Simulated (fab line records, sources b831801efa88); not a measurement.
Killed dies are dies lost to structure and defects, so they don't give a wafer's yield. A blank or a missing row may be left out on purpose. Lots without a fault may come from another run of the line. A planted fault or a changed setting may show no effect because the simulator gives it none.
Split-lot experiment | flow sfq_line | 5 lots, 23 wafers read, on a route of 325 steps

THE SPLIT
At SFQ_TRILAYER_L0_ETCH_METAL_ETCH_008 (etches MoNx KI in SF6/O2, stops on SiO2, target depth 50 nm, time 25 s), the setting time_s was moved away from the recipe's 25 s on 12 of the 23 wafers read, by -9.6% to +12.6%. The other wafers ran this setting at the recipe's value.

The reading is taken at the split's own step.

THE READING
oes_product_au, in a.u., at SFQ_TRILAYER_L0_ETCH_METAL_ETCH_008 (etches MoNx KI in SF6/O2, stops on SiO2, target depth 50 nm, time 25 s). Fault-free wafers of this fab line usually give 0.889 a.u., standard deviation 0.0061 a.u..

wafer  | tool, chamber at the split | time_s as run, s | against the recipe | oes_product_au, a.u. | against lot-mates on the recipe
L076.1 | rie_metal-02, 1            | 22.95            | -8.2%              | 0.935                | +0.048
L076.2 | rie_metal-02, 0            | 22.95            | -8.2%              | 0.945                | +0.058
L076.4 | rie_metal-02, 1            | 22.95            | -8.2%              | 0.930                | +0.043
L076.5 | rie_metal-02, 1            | 25               | recipe             | 0.891                | -
L076.6 | rie_metal-02, 0            | 25               | recipe             | 0.883                | -
L078.1 | rie_metal-01, 1            | 28.15            | +12.6%             | 0.840                | -0.051
L078.2 | rie_metal-01, 0            | 25               | recipe             | 0.892                | -
L078.3 | rie_metal-01, 1            | 28.15            | +12.6%             | 0.837                | -0.054
L078.4 | rie_metal-01, 0            | 28.15            | +12.6%             | 0.831                | -0.060
L078.5 | rie_metal-01, 0            | 25               | recipe             | 0.890                | -
L079.1 | rie_metal-02, 1            | 27.19            | +8.8%              | 0.869                | -0.011
L079.2 | rie_metal-02, 1            | 25               | recipe             | 0.881                | -
L079.3 | rie_metal-02, 1            | 27.19            | +8.8%              | 0.868                | -0.012
L079.4 | rie_metal-02, 1            | 27.19            | +8.8%              | 0.867                | -0.013
L079.5 | rie_metal-02, 1            | 25               | recipe             | 0.879                | -
L080.2 | rie_metal-01, 0            | 25               | recipe             | 0.882                | -
L080.3 | rie_metal-01, 0            | 25               | recipe             | 0.885                | -
L080.6 | rie_metal-01, 0            | 25               | recipe             | 0.891                | -
L081.1 | rie_metal-02, 1            | 25               | recipe             | 0.882                | -
L081.2 | rie_metal-02, 0            | 22.61            | -9.6%              | 0.942                | +0.057
L081.3 | rie_metal-02, 1            | 25               | recipe             | 0.888                | -
L081.4 | rie_metal-02, 0            | 22.61            | -9.6%              | 0.936                | +0.051
L081.6 | rie_metal-02, 0            | 22.61            | -9.6%              | 0.936                | +0.051

THE FIT
A straight line over all 23 wafers: oes_product_au changes by -0.00437 a.u. for each +1% of time_s; r = -0.96; the points scatter about the line by 0.0091 a.u..
The same after taking each lot's own level away (the mean of its wafers on the recipe; 23 wafers): -0.00441 a.u. for each +1%; r = -0.95; scatter 0.01 a.u..
On that fit, the largest move of time_s shifts the reading by 0.056 a.u..
The lots' own levels span 0.8800 to 0.8910 a.u., that is 1.8 times the standard deviation above.
So the lot-to-lot level changes the slope little: the two slopes agree.
Check: with one of the wafers moved furthest among these (+12.6%) left out of the fit, the line predicts -0.0483 a.u. for it against its lot-mates. It came out at -0.051 a.u. against them.
Tool readings at the split's step, against how far the setting was moved: oes_product_au r = -0.96.

OTHER SPLITS ON THESE WAFERS
These wafers also went through other splits before the reading. Each is held against what the fit with the lots' levels taken away leaves over:
other split on the same wafers                | wafers away from the commonest value | r with oes_product_au (lot level and that fit taken away)
SFQ_TRILAYER_INCOMING_OXIDATION_002 ox_time_s | 15                                   | +0.22
SFQ_TRILAYER_L0_LITHO_COAT_010 spin_rpm       | 8                                    | +0.04

THE WHOLE CHAIN: every reading that the file lists as answering this split, in the file's order
step                                | what it does                                                           | reading                                                                                   | change (the file's fit)                   | r (the file's)
SFQ_TRILAYER_L0_ETCH_METAL_ETCH_008 | etches MoNx KI in SF6/O2, stops on SiO2, target depth 50 nm, time 25 s | oes_product_au                                                                            | -0.00437 a.u. for each +1% of the setting | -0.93
SFQ_TRILAYER_L0_ETCH_METAL_ETCH_008 | etches MoNx KI in SF6/O2, stops on SiO2, target depth 50 nm, time 25 s | KrF_of_TRILAYER_L0_LITHO_COAT_005.thk_nm (the simulator's own value, which no gauge read) | -0.389 nm for each +1% of the setting     | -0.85

THE FILE'S OWN FIT
oes_product_au changes by -0.00437 a.u. for each +1% of time_s, r = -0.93.
